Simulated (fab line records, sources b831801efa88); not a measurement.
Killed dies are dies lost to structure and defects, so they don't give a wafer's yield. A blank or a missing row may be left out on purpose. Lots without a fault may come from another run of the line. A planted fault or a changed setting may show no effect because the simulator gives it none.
Which tool did it? | flow gf180mcu | 12 lots, 36 wafers sampled, at 6 steps of a route of 602

WHAT THE GAUGES READ, wafer by wafer
GF_LVPWELL_TW_MEAS_11.
lot  | measured    | on            | LVPWELL_TW
L178 | day 3 20:45 | film_metro-04 | 560 561 561
L180 | day 4 08:51 | film_metro-02 | 551 551 553
L181 | day 4 13:50 | film_metro-02 | 549 551 549
L184 | day 5 05:40 | film_metro-03 | 561 571 567
L185 | day 5 11:22 | film_metro-04 | 565 562 563
L186 | day 5 18:51 | film_metro-02 | 550 551 554
L187 | day 5 23:43 | film_metro-02 | 552 550 552
L189 | day 6 14:04 | film_metro-04 | 563 560 561
L195 | day 7 18:43 | film_metro-03 | 567 572 568
L196 | day 8 03:04 | film_metro-02 | 539 543 537
L200 | day 9 07:23 | film_metro-04 | 568 564 567
L201 | day 9 20:07 | film_metro-03 | 569 566 564

GF_VT_IMPLANT_RS_MEAS_48: measures by four-point-probe.
lot  | measured     | on            | LVPWELL_RS (ohm/sq)
L178 | day 7 10:20  | film_metro-03 | 1197 1195 1199
L180 | day 8 00:16  | film_metro-03 | 1195 1193 1190
L181 | day 8 05:15  | film_metro-03 | 1200 1195 1195
L184 | day 8 23:49  | film_metro-04 | 1201 1197 1201
L185 | day 9 06:01  | film_metro-04 | 1195 1197 1196
L186 | day 9 14:59  | film_metro-04 | 1198 1200 1198
L187 | day 9 22:00  | film_metro-03 | 1193 1194 1196
L189 | day 10 16:14 | film_metro-03 | 1194 1200 1196
L195 | day 12 04:26 | film_metro-04 | 1202 1198 1199
L196 | day 12 13:49 | film_metro-03 | 1259 1260 1257
L200 | day 14 02:56 | film_metro-03 | 1195 1195 1196
L201 | day 14 15:29 | film_metro-02 | 1197 1200 1194

WHICH TOOL RAN EACH LOT (tool, then ch and the chambers of the sampled wafers, then the start)
lot  | GF_STI_ETCH_13                    | GF_STI_ETCH_14                  | GF_LVPWELL_IMPLANT_08          | GF_MVSD_STRIP_10
L178 | rie_diel-04 ch 0,1,3, day 2 01:12 | rie_si-02 ch 0,1,2, day 2 01:17 | implanter-02 ch 0, day 3 20:22 | plasma_asher-03 ch 0,1, day 4 10:12
L180 | rie_diel-02 ch 1,2,3, day 2 11:44 | rie_si-01 ch 1,2,3, day 2 11:49 | implanter-01 ch 0, day 4 08:28 | plasma_asher-01 ch 0,1, day 4 22:25
L181 | rie_diel-04 ch 0,1,3, day 2 17:56 | rie_si-01 ch 0,2, day 2 18:01   | implanter-04 ch 0, day 4 13:28 | plasma_asher-03 ch 0,1, day 5 03:14
L184 | rie_diel-03 ch 1,2,3, day 3 08:02 | rie_si-02 ch 0,1,3, day 3 08:06 | implanter-04 ch 0, day 5 05:16 | plasma_asher-02 ch 0,1, day 5 19:23
L185 | rie_diel-03 ch 1,2, day 3 14:05   | rie_si-02 ch 0,1,2, day 3 14:10 | implanter-01 ch 0, day 5 10:58 | plasma_asher-01 ch 0,1, day 6 01:29
L186 | rie_diel-02 ch 0,1,2, day 3 18:59 | rie_si-02 ch 1,3, day 3 19:04   | implanter-04 ch 0, day 5 18:28 | plasma_asher-01 ch 0,1, day 6 09:14
L187 | rie_diel-04 ch 0,1,3, day 3 23:57 | rie_si-01 ch 2,3, day 4 00:02   | implanter-01 ch 0, day 5 23:19 | plasma_asher-03 ch 1, day 6 14:53
L189 | rie_diel-04 ch 0,1,3, day 4 10:13 | rie_si-02 ch 0,1,2, day 4 10:18 | implanter-01 ch 0, day 6 13:41 | plasma_asher-03 ch 0,1, day 7 04:41
L195 | rie_diel-02 ch 0,1,2, day 5 16:32 | rie_si-02 ch 1,2,3, day 5 16:37 | implanter-02 ch 0, day 7 18:19 | plasma_asher-01 ch 0,1, day 8 10:20
L196 | rie_diel-03 ch 2,3, day 6 00:35   | rie_si-02 ch 0,1,3, day 6 00:40 | implanter-01 ch 0, day 8 02:40 | plasma_asher-02 ch 0,1, day 8 19:43
L200 | rie_diel-02 ch 0,2,3, day 6 19:41 | rie_si-01 ch 0,2,3, day 6 19:46 | implanter-02 ch 0, day 9 06:59 | plasma_asher-03 ch 0,1, day 10 00:34
L201 | rie_diel-03 ch 1,2, day 7 00:11   | rie_si-02 ch 0,2,3, day 7 00:16 | implanter-02 ch 0, day 9 19:43 | plasma_asher-02 ch 0,1, day 10 14:26
- GF_STI_ETCH_13: etches the open film in CHF3/O2, stops on Si, target depth 282.31 nm, time 112.9 s.
- GF_STI_ETCH_14: etches Si in HBr/Cl2/O2, target depth 360 nm, time 102.9 s.
- GF_LVPWELL_IMPLANT_08
- GF_MVSD_STRIP_10: strips in O2/N2.

WHAT THE TOOLS THEMSELVES READ (means of the sampled wafers that have a number; where no wafer has one, the mark that the record gives instead)
GF_STI_ETCH_13.
lot  | tool        | drypump_motor_current_A (A) | oes_product_au (a.u.) | throttle_valve_pct (%)
L178 | rie_diel-04 | 5.7                         | 0.842                 | 8.819
L180 | rie_diel-02 | 6.1                         | 0.828                 | 8.813
L181 | rie_diel-04 | 5.7                         | 0.839                 | 8.813
L184 | rie_diel-03 | 5.6                         | 0.832                 | 8.805
L185 | rie_diel-03 | 5.5                         | 0.836                 | 8.812
L186 | rie_diel-02 | 5.9                         | 0.826                 | 8.802
L187 | rie_diel-04 | 5.7                         | 0.834                 | 8.810
L189 | rie_diel-04 | 5.6                         | 0.834                 | 8.822
L195 | rie_diel-02 | 5.9                         | 0.832                 | 8.804
L196 | rie_diel-03 | 5.6                         | 0.838                 | 8.810
L200 | rie_diel-02 | 5.9                         | 0.830                 | 8.812
L201 | rie_diel-03 | 5.5                         | 0.826                 | 8.813

GF_STI_ETCH_14.
lot  | tool      | drypump_motor_current_A (A) | oes_product_au (a.u.) | throttle_valve_pct (%)
L178 | rie_si-02 | 5.7                         | 1.004                 | 25.654
L180 | rie_si-01 | 5.4                         | 1.004                 | 25.658
L181 | rie_si-01 | 5.8                         | 1.006                 | 25.652
L184 | rie_si-02 | 5.6                         | 1.006                 | 25.655
L185 | rie_si-02 | 5.7                         | 0.991                 | 25.663
L186 | rie_si-02 | 5.8                         | 0.998                 | 25.654
L187 | rie_si-01 | 5.4                         | 1.001                 | 25.652
L189 | rie_si-02 | 5.7                         | 1.000                 | 25.652
L195 | rie_si-02 | 5.9                         | 1.002                 | 25.657
L196 | rie_si-02 | 5.6                         | 0.994                 | 25.670
L200 | rie_si-01 | 5.5                         | 1.001                 | 25.649
L201 | rie_si-02 | 5.6                         | 1.000                 | 25.660

GF_LVPWELL_IMPLANT_08.
lot  | tool         | beam_on_s (s)
L178 | implanter-02 | 10.01
L180 | implanter-01 | 10.06
L181 | implanter-04 | 9.92
L184 | implanter-04 | 10.06
L185 | implanter-01 | 9.96
L186 | implanter-04 | 10.05
L187 | implanter-01 | 10.24
L189 | implanter-01 | 10.04
L195 | implanter-02 | 10.18
L196 | implanter-01 | 10.04
L200 | implanter-02 | 9.78
L201 | implanter-02 | 10.03

GF_MVSD_STRIP_10.
lot  | tool            | drypump_motor_current_A (A) | heater_power_w (W) | oes_product_au (a.u.) | strip_time_to_endpoint_s (s)
L178 | plasma_asher-03 | 5.8                         | 337                | 0.720                 | 36.81
L180 | plasma_asher-01 | 5.2                         | 329                | 0.716                 | 36.91
L181 | plasma_asher-03 | 5.5                         | 340                | 0.723                 | 36.95
L184 | plasma_asher-02 | 5.6                         | 365                | 0.715                 | 36.94
L185 | plasma_asher-01 | 5.2                         | 334                | 0.723                 | 36.97
L186 | plasma_asher-01 | 5.1                         | 329                | 0.721                 | 36.90
L187 | plasma_asher-03 | 6.2                         | 340                | 0.726                 | 37.08
L189 | plasma_asher-03 | 5.4                         | 333                | 0.718                 | 37.02
L195 | plasma_asher-01 | 5.4                         | 321                | 0.725                 | 36.95
L196 | plasma_asher-02 | 5.7                         | 366                | 0.717                 | 36.90
L200 | plasma_asher-03 | 5.8                         | 336                | 0.724                 | 36.86
L201 | plasma_asher-02 | 5.7                         | 364                | 0.725                 | 36.98

THE ANSWER, worked out from the rows above alone
Rule: what is usual is taken from the lots themselves. Put in order of their means at a reading, lots are off if they are a third of the lots or fewer, leave a main group of 4 or more, and stand apart from it by a gap of 3 or more times the standard deviation of the main group's means; of several such gaps the widest counts. A main group whose means are all the same, to the digits that the tables above print for the reading, isn't used. A lot without any number at a reading at which 4 lots or more have one is off too. The other lots that the step has rows for count as sound. The gauges are gone through in route order, then the tools' own readings, and for those a lot's mean is taken as printed above. The first step at which some lot is off is used, and at that step the reading that is off furthest; a lot without a number counts as furthest.
Off: L196, at GF_VT_IMPLANT_RS_MEAS_48 (LVPWELL_RS). The main group: mean 1197 ohm/sq, standard deviation 2.
A tool fits if, at a process step before that reading, it ran every lot that is off, and no sound lot after the first of them. The gauges at GF_VT_IMPLANT_RS_MEAS_48 aren't tried: what is off there is off at GF_MVSD_STRIP_10 too, on other tools, and a gauge's error can't cause that. One fits: implanter-01 at GF_LVPWELL_IMPLANT_08. Its last sound lot is L189 (day 6 13:41), its first lot that is off L196 (day 8 02:40): a fault that began between those two fits.

WHAT THE SIMULATOR HAD PUT IN
Process parameter drift: implanter-01, from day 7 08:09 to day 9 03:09, at GF_LVPWELL_IMPLANT_08. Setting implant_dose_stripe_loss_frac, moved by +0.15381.
Lots struck among those shown: L196. The rule above found the same.
